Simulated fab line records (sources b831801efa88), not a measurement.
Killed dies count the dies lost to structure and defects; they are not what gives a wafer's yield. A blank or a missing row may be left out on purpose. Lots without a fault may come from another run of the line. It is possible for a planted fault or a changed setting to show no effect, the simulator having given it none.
Tool commonality check	flow sky130	13 lots, 39 wafers sampled

## WHAT PROMPTED THE OPENING
SKY_GATE_OXIDE_THK_MEAS_02, reading GATE_OXIDE_OXIDATION_00_THK: flagged on 3 of 13 lots. No-fault wafers: 10.26 nm, standard deviation 0.2.
Rule: a lot gets a flag if all its wafers with a number sit over 4 standard deviations from that mean, or if no wafer of it has a number. The rest of the lots are taken to be sound.

lot	measured	on	GATE_OXIDE_OXIDATION_00_THK (nm), wafer by wafer	flag
L287	day 12 10:48	film-metro-03	9.81 10.00 9.84	
L289	day 13 06:58	film-metro-02	10.21 10.02 10.28	
L293	day 14 18:20	film-metro-02	10.44 10.65 10.60	
L294	day 15 02:35	film-metro-04	10.10 10.32 10.32	
L295	day 15 09:50	film-metro-04	10.04 9.97 10.20	
L296	day 16 04:23	film-metro-02	10.12 10.16 10.11	
L298	day 16 10:32	film-metro-02	10.05 10.08 10.12	
L301	day 18 18:10	film-metro-03	12.37 12.52 12.42	FLAGGED
L303	day 18 20:22	film-metro-03	10.56 10.51 10.57	
L302	day 18 20:23	film-metro-04	10.34 10.28 10.29	
L304	day 18 22:52	film-metro-02	12.55 12.60 12.51	FLAGGED
L305	day 19 05:01	film-metro-04	12.28 12.68 12.57	FLAGGED
L310	day 21 11:34	film-metro-04	10.35 10.56 10.60	
The mean of the flagged lots' numbers is 12.50 nm, +2.24 nm from the usual (+11 standard deviations).

## WHICH TOOL EACH LOT WENT THROUGH
The record holds 1 process step before the reading, out of a route of 708 steps. In each cell: the tool, then ch and the chambers that the sampled wafers went through, then the start.
lot	flag	SKY_GATE_OXIDE_OXIDATION_01
L287		furnace-02 ch 0, day 12 09:23
L289		furnace-01 ch 0, day 13 05:34
L293		furnace-02 ch 0, day 14 16:55
L294		furnace-02 ch 0, day 15 01:09
L295		furnace-02 ch 0, day 15 08:26
L296		furnace-02 ch 0, day 16 02:58
L298		furnace-02 ch 0, day 16 09:07
L301	FLAGGED	furnace-02 ch 0, day 18 16:44
L303		furnace-01 ch 0, day 18 18:57
L302		furnace-01 ch 0, day 18 18:57
L304	FLAGGED	furnace-02 ch 0, day 18 21:27
L305	FLAGGED	furnace-02 ch 0, day 19 03:37
L310		furnace-01 ch 0, day 21 10:10
What these steps do:
- SKY_GATE_OXIDE_OXIDATION_01: stabilise 600 s, purge 300 s, target thk 10.268 nm.
- SKY_GATE_OXIDE_THK_MEAS_02

## FLAGGED OVER TOTAL, TOOL BY TOOL (the gauges that took the reading come last)
step	tool	lots run	flagged	share of the flagged lots	sound lots run after its first flagged lot
SKY_GATE_OXIDE_OXIDATION_01	furnace-01	4	0	none	-
SKY_GATE_OXIDE_OXIDATION_01	furnace-02	9	3	all	0
SKY_GATE_OXIDE_THK_MEAS_02	film-metro-02	5	1	some	0
SKY_GATE_OXIDE_THK_MEAS_02	film-metro-03	3	1	some	1 (L303)
SKY_GATE_OXIDE_THK_MEAS_02	film-metro-04	5	1	some	1 (L310)

## WHAT IS ALLOWED BY THE TABLE
Rows of the table that ran each flagged lot: 1, that is furnace-02 at SKY_GATE_OXIDE_OXIDATION_01.
- furnace-02 at SKY_GATE_OXIDE_OXIDATION_01 ran 9 lots, 3 of them flagged. It ran its last sound lot, L298, at day 16 09:07 and its first flagged lot, L301, at day 18 16:44: a fault with its onset between the two fits.
One tool is left: furnace-02 at SKY_GATE_OXIDE_OXIDATION_01.

## WHAT THE SIMULATOR PUT IN
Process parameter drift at SKY_GATE_OXIDE_OXIDATION_01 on furnace-02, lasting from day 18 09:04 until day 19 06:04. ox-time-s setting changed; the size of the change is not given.
Struck lots among those shown: L301, L304, L305. The rule above reached the same finding.
